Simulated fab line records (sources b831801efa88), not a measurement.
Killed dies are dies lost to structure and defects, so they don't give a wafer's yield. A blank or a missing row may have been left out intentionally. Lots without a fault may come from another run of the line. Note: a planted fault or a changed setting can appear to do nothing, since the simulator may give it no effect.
A lot that was struck, set against a sound lot -- flow sfqLine -- 14 steps out of a route of 325
Sound: the wafers L836.1, L836.4, L836.6. Struck: wafers L848.2, L848.3, L848.5. The cause is named last.
Each step with rows lists, per side, the tool, then ch with its chambers, then its first start. Under that, the readings that differ: sound wafers -- struck wafers -- difference of the means -- sigmas: that difference in standard deviations of wafers without a fault.
alike: words and numbers the same on both sides, and readings whose means are apart by under 2 such deviations; not compared: readings that were withheld, readings missing a value for some wafer, numbers with overlapping values and no deviation given by the record, and bounds like >300 which may hide the same value.
The two part at a step that has a row with sigmas, a row that says differs or no value, or rows on one side only. Numbers that have no deviation but don't overlap get no sigmas and don't part them. A reading that every wafer of one side lacks parts them only if that side has two wafers or more.

first, 3 steps without rows for these wafers: SFQ_TRILAYER_I7_VIA_LITHO_EXPOSE_188 (exposes mask I7, target cd 1000 nm); SFQ_TRILAYER_I7_VIA_LITHO_PEB_190 (peb time 60 s); SFQ_TRILAYER_I7_VIA_LITHO_DEVELOP_189 (time 60 s).
SFQ_I7_OVL_MEAS_947:
  struck on overlay-02, day 84 08:12; sound on overlay-02, day 75 14:46
  alike: I7_OVL
SFQ_TRILAYER_I7_VIA_BARC_OPEN_VIA_ETCH_260: etches BARC in O2, target depth 125 nm, time 41.7 s.
  sound on rieDiel-01 ch 0,2, day 75 14:48; struck on rieDiel-01 ch 0,1,3, day 84 08:14
  alike: drypumpMotorCurrentA, oesProductAu
  not compared: rfHoursCounterH
SFQ_TRILAYER_I7_VIA_ETCH_VIA_ETCH_190: etches SiO2 in CHF3, stops on Nb, target depth 260 nm.
  sound on rieDiel-01 ch 0,2, day 75 14:50; struck on rieDiel-01 ch 0,1,3, day 84 08:16
  alike: drypumpMotorCurrentA, oesProductAu
SFQ_TRILAYER_I7_VIA_STRIP_STRIP_191: strips in O2.
  sound on rieMetal-02 ch 0,1, day 75 14:57; struck on rieMetal-02 ch 1, day 84 08:23
  alike: drypumpMotorCurrentA, oesProductAu
  not compared: rfHoursCounterH
then, 5 steps without rows for these wafers: SFQ_TRILAYER_I7_VIA_STRIP_SOLV_CLEAN_192 (cleans in NMP, time 600 s); SFQ_TRILAYER_M8_LITHO_LOR_COAT_197; SFQ_TRILAYER_M8_LITHO_LOR_BAKE_198; SFQ_TRILAYER_M8_LITHO_COAT_193 (resist thk 600 nm); SFQ_TRILAYER_M8_LITHO_SOFTBAKE_199.
SFQ_TRILAYER_M8_LITHO_EXPOSE_194: exposes mask M8, target cd 2000 nm.
  sound on krfScanner-02 ch 0, day 79 21:32; struck on krfScanner-01 ch 0, day 84 13:01
reading,sound,struck,difference,sigmas
exposureDoseMJCm2,14.382 14.396 14.393,16.272 16.272 16.269,+1.881,+99 or more
  alike: mask, focusOffsetNm, stageVelMmS
then, 1 step without rows for these wafers: SFQ_TRILAYER_M8_LITHO_PEB_196 (peb time 60 s).

## WHERE THEY PART
Within this record, at SFQ_TRILAYER_M8_LITHO_EXPOSE_194 only.

WHY: the cause the simulator had injected
Drift in process parameters on krfScanner-01 at SFQ_TRILAYER_M8_LITHO_EXPOSE_194, starting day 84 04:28. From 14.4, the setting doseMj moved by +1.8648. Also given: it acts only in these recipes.
